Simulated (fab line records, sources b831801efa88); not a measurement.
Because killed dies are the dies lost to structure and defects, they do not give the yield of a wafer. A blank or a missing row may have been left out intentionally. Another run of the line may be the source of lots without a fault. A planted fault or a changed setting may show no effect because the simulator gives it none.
fab line records    flow sky130    part 2 of 2: steps 30 to 38 of 38
record: lots: 5  wafers: 15  last-day: 48
route steps=708 shown CAPM@553 METAL3@555 VIA3@573
lots with no fault: from the same line, run without faults
start-h: hours from the record's opening day to when the first of the lot's shown wafers began    wait-h: hours from the lot's prior step to this one    " identical to the entry in the row above    L1.1+2: a row that stands for several wafers    - no value present, or no start provided    * or withheld: withheld    < > ~ a bound
route shown NAME@n: NAME is a module with steps in the file, n the number in the route of the first one    usual: the fault-free wafers' mean and standard deviation    same: alike in all rows    chamber/n: place in a boat    sites: the reading at each site    _std_site: the values' standard deviation    _edge_site: inner sites' mean taken away from outer sites' mean    radius-mm: for every site, how far away it sits from the centre of the wafer    mask NAME#n: copy n    behind: the most recent tool/chamber to have shaped the wafer    hold: reason for holding the lot/hours on hold/outcome of the hold    device: which transistor (n, p or np) failed to switch    end of line: tests of these same wafers at the route's end    a step given without rows: its recipe and nothing more    killed: not the wafer's yield, but the dies lost to structure and defects at the first sort    map: per-die view of a wafer (x killed, . not killed, _ where there is no die)
set.NAME: the setting the step ran with; set.NAME@STEP: the setting that earlier step ran with    model.NAME: the simulator's own value behind a step, which no gauge read
certain route steps with their lots: each step a table, each wafer a row
services: when a tool's chamber went out of use (start-h, in hours from the record's first day, below 0 if earlier), for how many hours, and the reason
== steps ==
step: SKY_VIA3_EXPOSE_09
recipe: mask-id: VIM3  na: 0.8  source-shape: annular  sigma-inner: 0.55  sigma-outer: 0.85  target-cd-nm: 200  dose-mj: 38
usual: reticle-temp-C: 23.01/0.1
lot.wafer  tool            chamber  start-h  wait-h  mask    reticle-temp-C
L075.2     krf-scanner-02  0        -        -       VIM3#0  22.93
L075.3     "               0        "        "       VIM3#0  22.96
L075.6     "               0        "        "       VIM3#0  22.97
L077.2     krf-scanner-01  0        -        -       VIM3#0  22.91
L077.3     "               0        "        "       VIM3#0  23.11
L077.6     "               0        "        "       VIM3#0  23.06
L079.2     krf-scanner-02  0        -        -       VIM3#0  23.03
L079.5     "               0        "        "       VIM3#0  23.18
L079.6     "               0        "        "       VIM3#0  22.90
L080.3     krf-scanner-01  0        -        -       VIM3#0  23.04
L080.5     "               0        "        "       VIM3#0  22.76
L080.6     "               0        "        "       VIM3#0  22.83
L084.1     krf-scanner-01  0        -        -       VIM3#0  23.02
L084.5     "               0        "        "       VIM3#0  23.22
L084.6     "               0        "        "       VIM3#0  23.01
step: SKY_VIA3_PEB_10
recipe: peb-temp-c: withheld  peb-time-s: withheld  resist: KrF-thick
lot.wafer   tool            chamber  start-h  wait-h
L075.2+3+6  litho-track-02  0        -        -
L077.2+3+6  litho-track-02  0        -        -
L079.2+5+6  litho-track-02  0        -        -
L080.3+5+6  litho-track-01  0        -        -
L084.1+5+6  litho-track-01  0        -        -
step: SKY_VIA3_DEVELOP_11
recipe: develop-time-s: 60  resist: KrF-thick  dev-temp-c: 21
lot.wafer   tool            chamber  start-h  wait-h
L075.2+3+6  litho-track-02  0        -        -
L077.2+3+6  litho-track-02  0        -        -
L079.2+5+6  litho-track-02  0        -        -
L080.3+5+6  litho-track-01  0        -        -
L084.1+5+6  litho-track-01  0        -        -
step: SKY_VIA3_CD_MEAS_12
recipe: target-cd-nm: 200
usual: cd-nm: 199.9/1.5
lot.wafer  tool       chamber  start-h  wait-h  cd-nm
L075.2     cd-sem-01  -        940.74   -       199.1
L075.3     "          -        "        "       198.8
L075.6     "          -        "        "       198.8
L077.2     cd-sem-02  -        958.69   -       201.1
L077.3     "          -        "        "       201.8
L077.6     "          -        "        "       201.6
L079.2     cd-sem-02  -        968.59   -       199.8
L079.5     "          -        "        "       199.9
L079.6     "          -        "        "       199.0
L080.3     cd-sem-02  -        979.69   -       199.4
L080.5     "          -        "        "       198.0
L080.6     "          -        "        "       198.5
L084.1     cd-sem-01  -        1008.75  -       197.4
L084.5     "          -        "        "       198.9
L084.6     "          -        "        "       198.1
step: SKY_VIA3_OVL_MEAS_13
usual: VIA3_OVL: 1/6.1
lot.wafer  tool        chamber  start-h  wait-h  VIA3_OVL[nm]
L075.2     overlay-02  -        940.85   0.1     -7
L075.3     "           -        "        "       8
L075.6     "           -        "        "       0
L077.2     overlay-01  -        958.80   0.1     13
L077.3     "           -        "        "       10
L077.6     "           -        "        "       12
L079.2     overlay-02  -        968.70   0.1     4
L079.5     "           -        "        "       -1
L079.6     "           -        "        "       2
L080.3     overlay-02  -        979.78   0.1     4
L080.5     "           -        "        "       2
L080.6     "           -        "        "       4
L084.1     overlay-02  -        1008.87  0.1     1
L084.5     "           -        "        "       -1
L084.6     "           -        "        "       0
step: SKY_VIA3_ETCH_14
recipe: chemistry: N2/H2  target: BARC  ion-energy-ev: 200  source-w: 500  bias-w: 100  pressure-mtorr: 30  n2-flow-sccm: 100  h2-flow-sccm: 200  stop-on: SiO2  time-s: 45.9  target-depth-a: 600
usual: drypump-motor-current-A: 5.8/0.44  oes-product-au: 0.855/0.0045  throttle-valve-pct: 13.226/0.0098
lot.wafer  tool         chamber  start-h  wait-h  drypump-motor-current-A  oes-product-au  rf-hours-counter-h  throttle-valve-pct
L075.2     rie-diel-04  1        940.88   0.0     5.9                      0.855           29                  13.229
L075.3     "            0        "        "       5.9                      0.848           3                   13.226
L075.6     "            2        "        "       6.4                      0.848           -                   13.235
L077.2     rie-diel-01  3        958.83   0.0     5.5                      0.858           13                  13.218
L077.3     "            1        "        "       5.5                      0.856           14                  13.217
L077.6     "            3        "        "       5.5                      0.856           -                   13.236
L079.2     rie-diel-02  1        968.73   0.0     5.2                      0.856           12                  13.228
L079.5     "            1        "        "       5.2                      0.853           -                   13.248
L079.6     "            0        "        "       6.2                      0.856           -                   13.223
L080.3     rie-diel-02  2        979.81   0.0     6.1                      0.862           5                   13.236
L080.5     "            1        "        "       5.2                      0.854           -                   13.243
L080.6     "            0        "        "       6.2                      0.853           -                   13.230
L084.1     rie-diel-01  0        1008.91  0.0     4.9                      0.858           4                   13.229
L084.5     "            2        "        "       6.1                      0.854           -                   13.220
L084.6     "            1        "        "       5.5                      0.862           -                   13.224
step: SKY_VIA3_ETCH_15
recipe: target: SiO2  chemistry: C4F8/O2/Ar  target-depth-nm: 507  stop-on: TiN  mask-material: KrF-thick  source-w: 1500  bias-w: 1200  pressure-mtorr: 40  c4f8-flow-sccm: withheld  O2_flow_sccm: 6  Ar_flow_sccm: 300  time-s: 78
usual: oes-product-au: 0.946/0.0049
lot.wafer  tool         chamber  start-h  wait-h  oes-product-au  rf-hours-counter-h
L075.2     rie-diel-04  1        940.92   0.0     0.944           29
L075.3     "            0        "        "       0.947           3
L075.6     "            2        "        "       0.939           -
L077.2     rie-diel-01  3        958.87   0.0     0.948           13
L077.3     "            1        "        "       0.949           14
L077.6     "            3        "        "       0.947           -
L079.2     rie-diel-02  1        968.77   0.0     0.941           12
L079.5     "            1        "        "       0.940           -
L079.6     "            0        "        "       0.951           -
L080.3     rie-diel-02  2        979.85   0.0     0.951           5
L080.5     "            1        "        "       0.953           -
L080.6     "            0        "        "       0.949           -
L084.1     rie-diel-01  0        1008.95  0.0     0.934           4
L084.5     "            2        "        "       0.947           -
L084.6     "            1        "        "       0.955           -
step: SKY_VIA3_STRIP_16
recipe: chemistry: O2/N2  power-w: 1400  pressure-mtorr: 1500  platen-temp-c: withheld  o2-flow-sccm: 3000  n2-flow-sccm: 300  overash-fraction: 0.5
usual: drypump-motor-current-A: 5.6/0.37  oes-product-au: 0.403/0.0044  strip-time-to-endpoint-s: 4.13/0.032
lot.wafer  tool             chamber  start-h  wait-h  drypump-motor-current-A  oes-product-au  rf-hours-counter-h  strip-time-to-endpoint-s
L075.2     plasma-asher-01  1        940.98   0.0     5.8                      0.396           83                  4.13
L075.3     "                1        "        "       5.8                      0.410           -                   4.15
L075.6     "                1        "        "       5.8                      0.402           -                   4.14
L077.2     plasma-asher-02  0        958.93   0.0     6.0                      0.404           107                 4.12
L077.3     "                1        "        "       5.7                      0.403           -                   4.16
L077.6     "                0        "        "       6.1                      0.397           -                   4.12
L079.2     plasma-asher-04  0        968.83   0.0     5.7                      0.399           54                  4.14
L079.5     "                0        "        "       5.8                      0.407           -                   4.16
L079.6     "                1        "        "       5.0                      0.397           -                   4.11
L080.3     plasma-asher-04  0        979.94   0.1     5.7                      0.403           -                   4.15
L080.5     "                0        "        "       5.8                      0.401           -                   4.14
L080.6     "                1        "        "       5.0                      0.400           -                   4.07
L084.1     plasma-asher-01  1        1009.01  0.0     5.8                      0.404           91                  4.12
L084.5     "                1        "        "       5.8                      0.404           -                   4.09
L084.6     "                0        "        "       5.9                      0.408           -                   4.14
step: SKY_VIA3_STRIP_17
recipe: chemistry: post-etch-residue-remover  time-s: 1200  temp-c: 72.5
usual: bath-guard-temp-C: 72.4/0.51  temp-c: 72.51/0.12
lot.wafer  tool          chamber  start-h  wait-h  bath-guard-temp-C  temp-c
L075.2     wet-bench-02  2        941.08   0.1     72.4               72.52
L075.3     "             2        "        "       72.4               72.43
L075.6     "             2        "        "       72.2               72.34
L077.2     wet-bench-04  1        959.03   0.1     72.0               72.30
L077.3     "             1        "        "       71.8               72.44
L077.6     "             1        "        "       72.2               72.43
L079.2     wet-bench-02  3        968.93   0.1     73.1               72.30
L079.5     "             3        "        "       72.7               72.52
L079.6     "             3        "        "       72.6               72.50
L080.3     wet-bench-04  1        980.01   0.0     72.0               72.46
L080.5     "             1        "        "       72.3               72.49
L080.6     "             1        "        "       71.9               72.68
L084.1     wet-bench-02  2        1009.11  0.1     72.5               72.57
L084.5     "             2        "        "       72.5               72.36
L084.6     "             2        "        "       72.4               72.58
== services ==
tool             chamber  start-h  hours  kind
wet-bench-01     -        864.14   4.4    pm
rie-metal-02     -        873.11   1.1    repair
hdpcvd-01        2        875.10   5.6    repair
rie-diel-01      1        876.20   8.1    repair
rie-metal-01     0        885.55   1.0    repair
krf-scanner-02   -        889.36   1.0    pm
krf-scanner-01   -        896.31   11.1   repair
rie-diel-04      1        898.57   21.4   repair
plasma-asher-02  -        905.53   1.8    repair
krf-scanner-01   -        920.73   1.3    pm
krf-scanner-01   -        922.67   1.0    pm
plasma-asher-02  -        923.32   2.3    repair
krf-scanner-02   -        923.67   0.8    pm
cmp-02           -        924.56   2.2    repair
krf-scanner-01   -        938.97   0.8    pm
plasma-asher-04  -        940.73   9.9    repair
krf-scanner-01   -        949.81   2.5    repair
rie-diel-02      2        955.72   16.4   repair
krf-scanner-01   -        957.83   0.8    pm
krf-scanner-02   -        962.59   7.4    repair
krf-scanner-02   -        969.99   4.0    pm
rie-diel-02      -        985.45   38.1   repair
rie-metal-02     -        985.62   0.2    repair
krf-scanner-01   -        987.57   7.1    repair
